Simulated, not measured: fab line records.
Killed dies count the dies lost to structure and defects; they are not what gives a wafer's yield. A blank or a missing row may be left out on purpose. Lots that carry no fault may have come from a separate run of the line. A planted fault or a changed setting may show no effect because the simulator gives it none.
fab line records	flow sky130
[record] lots = 6	wafers = 18	last-day = 50
route steps=708 shown PWDE@54 NWELL@56 PAD_OPEN@708
lots untouched by any fault: they come from a run of this same line in which no faults occurred
start-h: the number of hours between the record's first day and the start of the first shown wafer of the lot	wait-h: how many hours have passed since the lot's step before this one	" repeats the value in the row above	L1.1+2: a row that stands for several wafers	- no value present, or no start provided	* or withheld: withheld	< > ~ a bound
route shown NAME@n: a module of which the file shows steps, and the number in the route of the first	usual: the fault-free wafers' mean and standard deviation	same: alike in all rows	chamber/n: place in a boat	sites: per-site readings	_std_site: standard deviation of those values	_edge_site: outer sites' mean less inner sites'	radius-mm: for every site, how far away it sits from the centre of the wafer	mask NAME#n: copy n	behind: the most recent tool/chamber to have shaped the wafer	hold: why the lot went on hold/how many hours it stayed there/how the hold came to an end	device: names the non-switching transistor (n, p or np)	end of line: the route-end tests of the same wafers	step lacking rows: just its recipe	killed: count of dies lost to structure and defects at first sort (not the wafer's yield)	map: dies across one wafer; x = killed, . = not, _ = none there
set.NAME: the setting as run; set.NAME@STEP: as run at that earlier step	model.NAME: the simulator's own value behind a step, which no gauge read
lots at selected steps of the route; one table per step, one row per wafer
services: a tool's chamber out of use, with start hour (start-h, from the record's first day; less than 0 if before it), hours out, and reason
[[steps]]
[step SKY_PWDE_STRIP_09]
[recipe] chemistry = O2/N2	power-w = 1400	pressure-mtorr = 1500	platen-temp-c = withheld	o2-flow-sccm = 3000	n2-flow-sccm = 300	overash-fraction = 0.5
[usual] drypump-motor-current-A = 5.7/0.4	oes-product-au = 0.722/0.0049	strip-time-to-endpoint-s = 36.92/0.089
lot.wafer	tool	chamber	start-h	wait-h	drypump-motor-current-A	oes-product-au	rf-hours-counter-h	strip-time-to-endpoint-s
L881.2	plasma-asher-03	0	133.76	0.1	6.1	0.717	43	37.09
L881.4	"	1	"	"	5.9	0.723	-	37.12
L881.5	"	0	"	"	6.1	0.712	-	36.97
L885.1	plasma-asher-01	1	145.76	0.1	5.5	0.722	3	36.90
L885.3	"	0	"	"	5.9	0.717	-	36.77
L885.6	"	0	"	"	6.0	0.713	-	36.95
L886.2	plasma-asher-01	1	152.76	0.1	5.4	0.717	3	36.99
L886.4	"	1	"	"	5.4	0.722	-	37.00
L886.5	"	0	"	"	6.0	0.724	-	36.90
L889.2	plasma-asher-04	1	167.76	0.1	4.9	0.718	36	36.86
L889.4	"	0	"	"	6.1	0.715	-	36.98
L889.6	"	0	"	"	6.1	0.727	-	36.94
L894.1	plasma-asher-01	1	195.61	0.1	5.5	0.721	8	36.89
L894.2	"	0	"	"	6.0	0.720	8	37.12
L894.3	"	0	"	"	6.0	0.721	-	37.00
L895.2	plasma-asher-03	1	205.43	0.1	5.9	0.723	48	36.75
L895.3	"	1	"	"	5.8	0.729	-	36.82
L895.6	"	1	"	"	5.9	0.725	-	36.91
[step SKY_PWDE_TW_MEAS_10]
[usual] PWDE_TW = 373.2/2
lot.wafer	tool	chamber	start-h	wait-h	PWDE_TW
L881.2	film-metro-02	-	133.87	0.1	370.7
L881.4	"	-	"	"	371.4
L881.5	"	-	"	"	372.8
L885.1	film-metro-01	-	145.86	0.1	374.8
L885.3	"	-	"	"	376.3
L885.6	"	-	"	"	375.7
L886.2	film-metro-03	-	152.87	0.1	373.1
L886.4	"	-	"	"	376.3
L886.5	"	-	"	"	374.2
L889.2	film-metro-03	-	167.87	0.1	373.6
L889.4	"	-	"	"	374.8
L889.6	"	-	"	"	376.2
L894.1	film-metro-03	-	195.71	0.1	372.4
L894.2	"	-	"	"	373.1
L894.3	"	-	"	"	374.7
L895.2	film-metro-02	-	205.54	0.1	370.2
L895.3	"	-	"	"	368.2
L895.6	"	-	"	"	371.4
[step SKY_NWELL_DEHYDRATE_03]
[recipe] temp-c = 200	time-s = 60
[step SKY_NWELL_HMDS_04]
[recipe] prime-time-s = 60	prime-temp-c = 120
[step SKY_NWELL_COAT_05]
[recipe] spin-rpm = 2000	resist-thk-nm = 3000
[step SKY_NWELL_SOFTBAKE_06]
[recipe] temp-c = 110	time-s = withheld
[step SKY_NWELL_EXPOSE_07]
[recipe] mask-id = NWM	na = 0.6	source-shape = conventional	sigma-outer = 0.6	polarization = unpolarized	target-cd-nm = 840	dose-mj = 255
[step SKY_NWELL_PEB_08]
[recipe] temp-c = 115	time-s = withheld
[step SKY_NWELL_DEVELOP_09]
[recipe] wall-angle-deg = 90	developer = TMAH	develop-time-s = 60	dev-temp-c = 23
[step SKY_NWELL_OVL_MEAS_10]
[usual] NWELL_00_OVL = 0.6/1.3
lot.wafer	tool	chamber	start-h	wait-h	NWELL_00_OVL[nm]
L881.2	overlay-02	-	153.40	-	0.8
L881.4	"	-	"	"	1.0
L881.5	"	-	"	"	-0.1
L885.1	overlay-02	-	165.89	-	1.3
L885.3	"	-	"	"	-1.4
L885.6	"	-	"	"	0.6
L886.2	overlay-01	-	172.71	-	0.7
L886.4	"	-	"	"	1.8
L886.5	"	-	"	"	0.9
L889.2	overlay-01	-	188.88	-	-0.9
L889.4	"	-	"	"	0.8
L889.6	"	-	"	"	-0.4
L894.1	overlay-02	-	217.84	-	2.2
L894.2	"	-	"	"	0.8
L894.3	"	-	"	"	-0.7
L895.2	overlay-02	-	227.75	-	0.3
L895.3	"	-	"	"	1.1
L895.6	"	-	"	"	4.0
[step SKY_NWELL_IMPLANT_11]
[recipe] species = P	energy-kev = 400	dose-cm2 = 1.9e+13	tilt-deg = withheld
[step SKY_NWELL_IMPLANT_12]
[recipe] species = P	energy-kev = 120	dose-cm2 = 1.3e+12	tilt-deg = withheld
[step SKY_NWELL_IMPLANT_13]
[recipe] species = P	energy-kev = 50	dose-cm2 = 7e+11	tilt-deg = withheld
[usual] dose-ions-cm2 = 7.001e+11/8.3e+08	end-station-pressure-torr = 5.01e-06/2.6e-07	faraday-current-uA = 3.97/0.078
lot.wafer	tool	chamber	start-h	wait-h	dose-ions-cm2	end-station-pressure-torr	faraday-current-uA
L881.2	implanter-03	0	153.75	0.1	7.004e+11	4.97e-06	4.02
L881.4	"	0	"	"	7.007e+11	5.32e-06	4.00
L881.5	"	0	"	"	7e+11	4.89e-06	4.09
L885.1	implanter-02	0	166.23	0.1	6.977e+11	4.85e-06	4.05
L885.3	"	0	"	"	7.005e+11	5.21e-06	4.01
L885.6	"	0	"	"	6.994e+11	4.83e-06	3.97
L886.2	implanter-02	0	173.06	0.1	7.13e+10	4.96e-06	0.41
L886.4	"	0	"	"	7.15e+10	4.77e-06	0.40
L886.5	"	0	"	"	7.16e+10	5.03e-06	0.40
L889.2	implanter-02	0	189.23	0.1	7.11e+10	5.25e-06	0.40
L889.4	"	0	"	"	7.19e+10	5.48e-06	0.41
L889.6	"	0	"	"	7.01e+10	5.52e-06	0.40
L894.1	implanter-03	0	218.18	0.1	7.025e+11	5.04e-06	3.81
L894.2	"	0	"	"	7.014e+11	5.21e-06	3.95
L894.3	"	0	"	"	7.02e+11	4.62e-06	4.03
L895.2	implanter-03	0	228.10	0.1	7.007e+11	5.11e-06	4.15
L895.3	"	0	"	"	7.009e+11	5.04e-06	4.05
L895.6	"	0	"	"	7.001e+11	5.16e-06	4.06
[step SKY_NWELL_STRIP_14]
[recipe] chemistry = O2/N2	power-w = 1400	pressure-mtorr = 1500	platen-temp-c = withheld	o2-flow-sccm = 3000	n2-flow-sccm = 300	overash-fraction = 0.5
[usual] drypump-motor-current-A = 5.8/0.34	oes-product-au = 0.723/0.0044	strip-time-to-endpoint-s = 36.94/0.084
lot.wafer	tool	chamber	start-h	wait-h	drypump-motor-current-A	oes-product-au	rf-hours-counter-h	strip-time-to-endpoint-s
L881.2	plasma-asher-02	1	153.88	0.1	6.2	0.730	47	36.85
L881.4	"	0	"	"	5.1	0.723	-	36.87
L881.5	"	1	"	"	6.1	0.720	-	36.99
L885.1	plasma-asher-01	0	166.38	0.1	6.0	0.724	5	37.06
L885.3	"	1	"	"	5.5	0.712	-	36.89
L885.6	"	0	"	"	6.0	0.720	-	36.91
L886.2	plasma-asher-01	1	173.19	0.1	5.5	0.731	6	36.80
L886.4	"	1	"	"	5.5	0.721	-	36.79
L886.5	"	1	"	"	5.4	0.730	-	36.94
L889.2	plasma-asher-03	0	189.36	0.1	6.0	0.722	47	36.95
L889.4	"	0	"	"	6.1	0.720	-	36.94
L889.6	"	1	"	"	5.8	0.722	-	36.90
L894.1	plasma-asher-01	1	218.33	0.1	5.5	0.724	10	36.88
L894.2	"	0	"	"	6.0	0.729	10	36.83
L894.3	"	1	"	"	5.4	0.722	-	36.89
L895.2	plasma-asher-01	1	228.23	0.1	5.5	0.726	11	37.03
L895.3	"	1	"	"	5.5	0.720	-	37.02
L895.6	"	1	"	"	5.5	0.723	-	36.93
[step SKY_NWELL_TW_MEAS_15]
[usual] NWELL_TW = 1819/10
lot.wafer	tool	chamber	start-h	wait-h	NWELL_TW
L881.2	film-metro-01	-	153.99	0.1	1835
L881.4	"	-	"	"	1828
L881.5	"	-	"	"	1828
L885.1	film-metro-01	-	166.48	0.1	1828
L885.3	"	-	"	"	1831
L885.6	"	-	"	"	1829
L886.2	film-metro-03	-	173.30	0.1	1812
L886.4	"	-	"	"	1805
L886.5	"	-	"	"	1816
L889.2	film-metro-03	-	189.47	0.1	1803
L889.4	"	-	"	"	1806
L889.6	"	-	"	"	1804
L894.1	film-metro-03	-	218.43	0.1	1825
L894.2	"	-	"	"	1820
L894.3	"	-	"	"	1819
L895.2	film-metro-01	-	228.34	0.1	1815
L895.3	"	-	"	"	1815
L895.6	"	-	"	"	1825
[step SKY_NWELL_DEHYDRATE_16]
[recipe] temp-c = 200	time-s = 60
[step SKY_NWELL_HMDS_17]
[recipe] prime-time-s = 60	prime-temp-c = 120
[step SKY_NWELL_COAT_18]
[recipe] spin-rpm = 2000	resist-thk-nm = 3000
[step SKY_NWELL_SOFTBAKE_19]
[recipe] temp-c = 110	time-s = withheld
[step SKY_NWELL_EXPOSE_20]
[recipe] mask-id = NWM_COMPLEMENT	na = 0.6	source-shape = conventional	sigma-outer = 0.6	polarization = unpolarized	target-cd-nm = 840	dose-mj = 260
[step SKY_NWELL_PEB_21]
[recipe] temp-c = 115	time-s = withheld
[step SKY_NWELL_DEVELOP_22]
[recipe] wall-angle-deg = 90	developer = TMAH	develop-time-s = 60	dev-temp-c = 23
[step SKY_NWELL_OVL_MEAS_23]
[usual] NWELL_01_OVL = 0.4/1.3
lot.wafer	tool	chamber	start-h	wait-h	NWELL_01_OVL[nm]
L881.2	overlay-02	-	174.53	-	-0.1
L881.4	"	-	"	"	0.1
L881.5	"	-	"	"	-1.8
L885.1	overlay-02	-	186.89	-	-0.3
L885.3	"	-	"	"	-0.4
L885.6	"	-	"	"	0.7
L886.2	overlay-01	-	194.28	-	0.5
L886.4	"	-	"	"	-0.5
L886.5	"	-	"	"	0.6
L889.2	overlay-01	-	211.63	-	0.3
L889.4	"	-	"	"	0.2
L889.6	"	-	"	"	-0.5
L894.1	overlay-02	-	241.19	-	0.0
L894.2	"	-	"	"	-1.2
L894.3	"	-	"	"	-1.9
L895.2	overlay-01	-	251.61	-	-1.1
L895.3	"	-	"	"	0.8
L895.6	"	-	"	"	0.4
[step SKY_NWELL_IMPLANT_24]
[recipe] species = B	energy-kev = 140	dose-cm2 = 9.2e+12	tilt-deg = withheld
[step SKY_NWELL_STRIP_25]
[recipe] chemistry = O2/N2	power-w = 1400	pressure-mtorr = 1500	platen-temp-c = withheld	o2-flow-sccm = 3000	n2-flow-sccm = 300	overash-fraction = 0.5
[usual] drypump-motor-current-A = 5.8/0.34	oes-product-au = 0.722/0.0045	strip-time-to-endpoint-s = 36.92/0.096
lot.wafer	tool	chamber	start-h	wait-h	drypump-motor-current-A	oes-product-au	rf-hours-counter-h	strip-time-to-endpoint-s
L881.2	plasma-asher-02	0	174.71	0.1	5.1	0.719	49	36.85
L881.4	"	0	"	"	5.1	0.713	-	36.94
L881.5	"	0	"	"	5.1	0.728	-	36.99
L885.1	plasma-asher-03	0	187.08	0.1	6.1	0.723	46	36.97
L885.3	"	1	"	"	5.9	0.719	-	36.95
L885.6	"	1	"	"	5.9	0.723	-	36.91
L886.2	plasma-asher-01	0	194.46	0.1	6.0	0.728	8	37.00
L886.4	"	1	"	"	5.5	0.717	-	37.01
L886.5	"	1	"	"	5.5	0.723	-	37.02
L889.2	plasma-asher-01	0	211.81	0.1	5.9	0.715	10	37.05
L889.4	"	1	"	"	5.5	0.726	-	36.98
L889.6	"	1	"	"	5.5	0.717	-	37.02
L894.1	plasma-asher-03	0	241.38	0.1	6.0	0.711	52	37.03
L894.2	"	1	"	"	5.8	0.723	52	36.94
L894.3	"	0	"	"	6.1	0.727	-	37.00
L895.2	plasma-asher-02	1	251.79	0.1	6.2	0.724	57	36.74
L895.3	"	0	"	"	5.1	0.724	-	36.65
L895.6	"	0	"	"	5.1	0.723	-	36.84
[step SKY_NWELL_TW_MEAS_26]
[usual] NWELL_2_TW = 496.1/2.3
lot.wafer	tool	chamber	start-h	wait-h	NWELL_2_TW
L881.2	film-metro-01	-	174.82	0.1	499.2
L881.4	"	-	"	"	499.2
L881.5	"	-	"	"	497.4
L885.1	film-metro-01	-	187.18	0.1	497.7
L885.3	"	-	"	"	499.5
L885.6	"	-	"	"	499.1
L886.2	film-metro-01	-	194.57	0.1	497.9
L886.4	"	-	"	"	499.6
L886.5	"	-	"	"	499.0
L889.2	film-metro-03	-	211.92	0.1	495.6
L889.4	"	-	"	"	492.9
L889.6	"	-	"	"	492.6
L894.1	film-metro-01	-	241.48	0.1	493.4
L894.2	"	-	"	"	493.3
L894.3	"	-	"	"	494.3
L895.2	film-metro-01	-	251.90	0.1	495.6
L895.3	"	-	"	"	496.2
L895.6	"	-	"	"	496.8
[step SKY_NWELL_CLEAN_27]
[recipe] chemistry = SC1/SC2	mix = 1:4:20	temp-c = 70	time-s = 150	dry = n2-spin
[step SKY_NWELL_RTA_28]
[recipe] temp-c = 1050	time-s = 30	idle-temp-c = 650	ramp-up-c-per-s = 150	ramp-down-c-per-s = 90	ambient = N2
[usual] lamp-power-pct = 25.31/0.049	wafer_temp_C_max = 1054.7/1.1
lot.wafer	tool	chamber	start-h	wait-h	lamp-power-pct	wafer_temp_C_max
L881.2	rtp-anneal-01	0	174.96	0.0	25.37	1054.5
L881.4	"	0	"	"	25.32	1054.9
L881.5	"	0	"	"	25.29	1053.5
L885.1	rtp-anneal-02	0	187.29	0.0	25.23	1052.9
L885.3	"	0	"	"	25.23	1053.9
L885.6	"	0	"	"	25.32	1054.8
L886.2	rtp-anneal-01	0	194.68	0.0	25.35	1055.0
L886.4	"	0	"	"	25.39	1054.9
L886.5	"	0	"	"	25.34	1055.7
L889.2	rtp-anneal-02	0	212.03	0.0	25.32	1054.1
L889.4	"	0	"	"	25.33	1054.3
L889.6	"	0	"	"	25.23	1054.5
L894.1	rtp-anneal-02	0	241.59	0.0	25.35	1053.6
L894.2	"	0	"	"	25.29	1054.7
L894.3	"	0	"	"	25.28	1052.7
L895.2	rtp-anneal-02	0	252.01	0.0	25.34	1053.5
L895.3	"	0	"	"	25.29	1054.2
L895.6	"	0	"	"	25.29	1054.9
[step SKY_NWELL_RS_MEAS_29]
[recipe] thk-meas-gauge = four-point-probe
[usual] NWELL_RS = 624.4/1.5
lot.wafer	tool	chamber	start-h	wait-h	NWELL_RS[ohm/sq]
L881.2	film-metro-01	-	175.14	0.2	626.2
L881.4	"	-	"	"	625.5
L881.5	"	-	"	"	625.3
L885.1	film-metro-03	-	187.39	0.1	625.0
L885.3	"	-	"	"	622.6
L885.6	"	-	"	"	625.8
L886.2	film-metro-03	-	194.79	0.1	651.8
L886.4	"	-	"	"	649.1
L886.5	"	-	"	"	649.6
L889.2	film-metro-02	-	212.14	0.1	644.6
L889.4	"	-	"	"	646.0
L889.6	"	-	"	"	643.0
L894.1	film-metro-03	-	241.69	0.1	624.3
L894.2	"	-	"	"	624.1
L894.3	"	-	"	"	625.0
L895.2	film-metro-02	-	252.12	0.1	624.1
L895.3	"	-	"	"	625.0
L895.6	"	-	"	"	624.8
[step SKY_PAD_OPEN_PROBE_99]
[usual] killed_at_M0_to_M3 = 46/6.7	killed_at_M4_up = 3.3/2	killed-at-contacts = 24/5.4	killed-at-front-end = 15/4.3	killed-at-other = 0.4/0.64	killed-dies = 89/9.1	killed-open = 48/7.2	killed-short = 40/6.3
[same] gross-dies = 492	killed-at-back-side = 0
lot.wafer	tool	chamber	start-h	wait-h	killed_at_M0_to_M3	killed_at_M4_up	killed-at-contacts	killed-at-front-end	killed-at-other	killed-dies	killed-open	killed-short	model.etest.nfet_16v.r-on-ohm-um	model.etest.pfet-g5v0d10v5.r-on-ohm-um	model.etest.tip-p.rs-ohm-sq	model.etest.tip_p_5v.rs-ohm-sq	model.etest.pfet_01v8.r-on-ohm-um	model.etest.pfet-g5v0d10v5.drive-ua-um	model.etest.pfet_01v8_lvt.drive-ua-um	model.etest.pfet_16v.drive-ua-um
L881.2	prober-01	-	1156.73	0.1	42	4	28	9	0	83	49	34	1.39e+04	4713	6981	2852	2944	343.2	172.6	251.7
L881.4	prober-01	-	1156.83	0.2	52	3	37	12	0	104	61	43	1.394e+04	4723	6899	2869	2952	347.6	172.9	246
L881.5	prober-01	-	1156.88	0.2	48	1	27	14	1	91	54	37	1.375e+04	4691	6949	2824	2937	349.7	171.1	256.3
L885.1	prober-01	-	1167.22	0.1	36	1	20	13	0	70	41	29	1.41e+04	4828	6842	2870	2830	335.6	171.5	242.6
L885.3	prober-01	-	1167.32	0.2	49	3	10	24	0	86	42	43	1.402e+04	4748	6805	2873	2837	339.2	173.3	244.8
L885.6	prober-01	-	1167.47	0.2	44	5	24	15	0	88	43	45	1.402e+04	4861	6868	2898	2895	333.5	171.2	244.3
L886.2	prober-02	-	1170.02	0.1	44	1	15	16	0	76	46	29	1.539e+04	4350	6637	2748	2752	373.3	195.9	257.2
L886.4	prober-02	-	1170.12	0.2	47	1	18	15	0	81	54	27	1.543e+04	4354	6536	2759	2707	373.1	199	260.6
L886.5	prober-02	-	1170.17	0.2	37	3	23	17	0	80	39	41	1.537e+04	4352	6632	2760	2744	375.5	199.7	264.5
L889.2	prober-02	-	1184.29	0.1	53	2	25	22	0	102	56	46	1.53e+04	4434	6598	2758	2761	370.8	197.9	263
L889.4	prober-02	-	1184.39	0.2	60	4	22	10	0	96	56	40	1.524e+04	4456	6572	2755	2835	367.8	197.7	258.5
L889.6	prober-02	-	1184.49	0.2	58	2	24	10	1	95	58	36	1.529e+04	4350	6649	2732	2732	373.9	197.5	258.5
L894.1	prober-01	-	1209.31	0.1	43	3	21	19	1	87	36	51	1.352e+04	4836	6883	2893	2906	337.1	173.1	240.1
L894.2	prober-01	-	1209.36	0.1	46	2	23	15	0	86	48	38	1.348e+04	4854	6831	2898	2830	338.4	175	238.2
L894.3	prober-01	-	1209.41	0.2	47	4	22	22	0	95	49	46	1.362e+04	4832	6825	2879	2922	337.5	173.7	236.2
L895.2	prober-02	-	1209.49	0.1	43	0	23	14	0	80	49	31	1.452e+04	4770	7052	2826	2944	342.1	172.2	235.9
L895.3	prober-02	-	1209.54	0.2	43	4	20	16	0	83	39	43	1.435e+04	4772	7001	2868	2875	337.2	176.9	247.9
L895.6	prober-02	-	1209.69	0.2	49	5	26	13	1	94	48	46	1.45e+04	4811	6993	2832	2980	339.2	171.8	244.4
// killed by level:class
L881.2 VIA3:geometric-particle:open=13 LI_CONTACT:geometric-particle:open=10 VIA1:geometric-particle:open=10 CONTACT:geometric-particle:short=8 METAL1:geometric-particle:short=5 LI_CONTACT:geometric-particle:short=4 CONTACT:geometric-particle:open=4 VIA1:geometric-particle:short=3
L881.4 CONTACT:geometric-particle:open=14 LI_CONTACT:geometric-particle:open=13 VIA1:geometric-particle:open=9 METAL1:geometric-particle:short=7 VIA2:geometric-particle:open=7 METAL2:geometric-particle:short=7 VIA3:geometric-particle:short=5 VIA3:geometric-particle:open=5
L881.5 VIA3:geometric-particle:open=12 CONTACT:geometric-particle:open=8 VIA1:geometric-particle:open=8 LI_CONTACT:geometric-particle:open=6 VIA1:geometric-particle:short=5 LOCAL_INTERCONNECT:geometric-particle:short=5 POLY_GATE:geometric-particle:short=4 CONTACT:geometric-particle:short=4
L885.1 CONTACT:geometric-particle:open=10 VIA1:geometric-particle:open=9 VIA2:geometric-particle:open=6 VIA1:geometric-particle:short=4 LI_CONTACT:geometric-particle:open=4 LOCAL_INTERCONNECT:geometric-particle:short=4 FIELD_ISO:geometric-particle:short=3 FIELD_ISO:geometric-particle:open=3
L885.3 VIA1:geometric-particle:short=8 VIA2:geometric-particle:open=8 VIA1:geometric-particle:open=7 METAL2:geometric-particle:short=7 SPACER:geometric-particle:open=6 METAL1:geometric-particle:short=6 POLY_GATE:geometric-particle:short=4 POLY_GATE:geometric-particle:open=4
L885.6 CONTACT:geometric-particle:open=13 METAL3:geometric-particle:short=8 VIA2:geometric-particle:open=7 VIA1:geometric-particle:short=6 POLY_GATE:geometric-particle:short=5 VIA1:geometric-particle:open=5 METAL2:geometric-particle:short=4 CONTACT:geometric-particle:short=4
L886.2 VIA3:geometric-particle:open=15 CONTACT:geometric-particle:open=7 VIA1:geometric-particle:open=5 METAL1:geometric-particle:short=5 VIA2:geometric-particle:open=5 LI_CONTACT:geometric-particle:open=4 VIA1:geometric-particle:short=4 FIELD_ISO:geometric-particle:short=3
L886.4 VIA2:geometric-particle:open=12 VIA1:geometric-particle:open=12 CONTACT:geometric-particle:open=8 METAL1:geometric-particle:short=5 VIA3:geometric-particle:open=5 METAL2:geometric-particle:short=4 POLY_GATE:geometric-particle:open=3 LOCAL_INTERCONNECT:geometric-particle:short=3
L886.5 CONTACT:geometric-particle:open=13 METAL2:geometric-particle:short=9 METAL1:geometric-particle:short=8 FIELD_ISO:geometric-particle:open=6 VIA1:geometric-particle:open=5 LI_CONTACT:geometric-particle:open=4 VIA2:geometric-particle:open=4 VIA3:geometric-particle:open=4
L889.2 VIA1:geometric-particle:open=10 FIELD_ISO:geometric-particle:open=9 VIA2:geometric-particle:open=9 METAL1:geometric-particle:short=9 LI_CONTACT:geometric-particle:open=7 VIA1:geometric-particle:short=7 LI_CONTACT:geometric-particle:short=6 POLY_GATE:geometric-particle:open=5
L889.4 VIA1:geometric-particle:open=16 CONTACT:geometric-particle:open=10 VIA2:geometric-particle:open=10 CONTACT:geometric-particle:short=7 VIA3:geometric-particle:open=7 METAL1:geometric-particle:short=7 LI_CONTACT:geometric-particle:open=5 METAL2:geometric-particle:short=5
L889.6 VIA2:geometric-particle:open=11 VIA1:geometric-particle:open=10 METAL1:geometric-particle:short=8 LI_CONTACT:geometric-particle:open=7 CONTACT:geometric-particle:open=6 VIA3:geometric-particle:open=5 POLY_GATE:geometric-particle:short=4 LOCAL_INTERCONNECT:geometric-particle:open=4
L894.1 VIA1:geometric-particle:open=8 CONTACT:geometric-particle:short=6 METAL3:geometric-particle:short=6 POLY_GATE:geometric-particle:open=5 POLY_GATE:geometric-particle:short=5 LI_CONTACT:geometric-particle:short=5 VIA2:geometric-particle:open=5 METAL1:geometric-particle:open=5
L894.2 VIA1:geometric-particle:open=13 CONTACT:geometric-particle:open=10 VIA2:geometric-particle:open=9 METAL1:geometric-particle:short=6 FIELD_ISO:geometric-particle:open=5 POLY_GATE:geometric-particle:open=4 CONTACT:geometric-particle:short=4 VIA2:geometric-particle:short=4
L894.3 METAL2:geometric-particle:short=10 VIA1:geometric-particle:open=8 VIA3:geometric-particle:open=7 POLY_GATE:geometric-particle:open=7 LI_CONTACT:geometric-particle:open=7 VIA1:geometric-particle:short=7 CONTACT:geometric-particle:open=6 SPACER:geometric-particle:short=5
L895.2 VIA1:geometric-particle:open=11 CONTACT:geometric-particle:open=8 VIA1:geometric-particle:short=7 VIA2:geometric-particle:open=6 LI_CONTACT:geometric-particle:open=5 LOCAL_INTERCONNECT:geometric-particle:short=5 VIA3:geometric-particle:open=5 FIELD_ISO:geometric-particle:open=4
L895.3 CONTACT:geometric-particle:open=10 METAL1:geometric-particle:short=10 VIA1:geometric-particle:open=10 FIELD_ISO:geometric-particle:short=7 VIA2:geometric-particle:open=6 POLY_GATE:geometric-particle:short=5 VIA1:geometric-particle:short=5 CONTACT:geometric-particle:short=4
L895.6 CONTACT:geometric-particle:open=12 VIA1:geometric-particle:open=9 METAL1:geometric-particle:short=8 LI_CONTACT:geometric-particle:open=6 VIA3:geometric-particle:open=6 VIA1:geometric-particle:short=6 METAL2:geometric-particle:short=5 FIELD_ISO:geometric-particle:open=4
[[services]]
tool	chamber	start-h	hours	kind
plasma-asher-01	0	117.75	-	clean
plasma-asher-01	1	117.75	-	clean
rtp-anneal-01	-	141.13	5.1	pm
plasma-asher-03	-	158.96	5.2	repair
plasma-asher-03	-	168.04	2.3	repair
plasma-asher-03	-	171.45	10.7	repair
plasma-asher-04	-	177.59	1.6	repair
plasma-asher-02	-	185.11	2.8	pm
plasma-asher-01	-	205.00	3.7	repair
implanter-02	-	228.05	3.4	repair
plasma-asher-02	-	238.25	0.4	repair
[[key]]
[first-sign] step = SKY_NWELL_IMPLANT_13	reading = dose-ions-cm2	direction = down	sigmas = 99+	usual = *	struck = *
[effect] step = SKY_NWELL_IMPLANT_13	reading = faraday-current-uA	direction = down	sigmas = 46	usual = 3.97	struck = 0.40
[effect] step = SKY_NWELL_RS_MEAS_29	reading = NWELL_RS	direction = up	sigmas = 15	usual = 624.4	struck = 647.4
[model-effect] step = SKY_PAD_OPEN_PROBE_99	value = etest.nfet_16v.r-on-ohm-um	without = 1.44e+04	struck = 1.534e+04
met-at SKY_NWELL_IMPLANT_13
struck-wafers L886.2,L886.4,L886.5,L889.2,L889.4,L889.6
tester-left-out L886,L889
onset-between 166.23 173.06
[fault] kind = process-parameter-drift	tool = implanter-02	chamber = -	onset-h = 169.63	steps = SKY_NWELL_IMPLANT_13	channel = dose-cm2	offset = *	shape = step	end-h = 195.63	acts-in = *	stated = *
// tester-left-out: of these lots the tester's yield and bins aren't shown, on N5 and GAA mostly nor the transistor test; their killed dies are dies lost to structure and defects alone, not to doping, threshold or leakage, so they don't give the yield
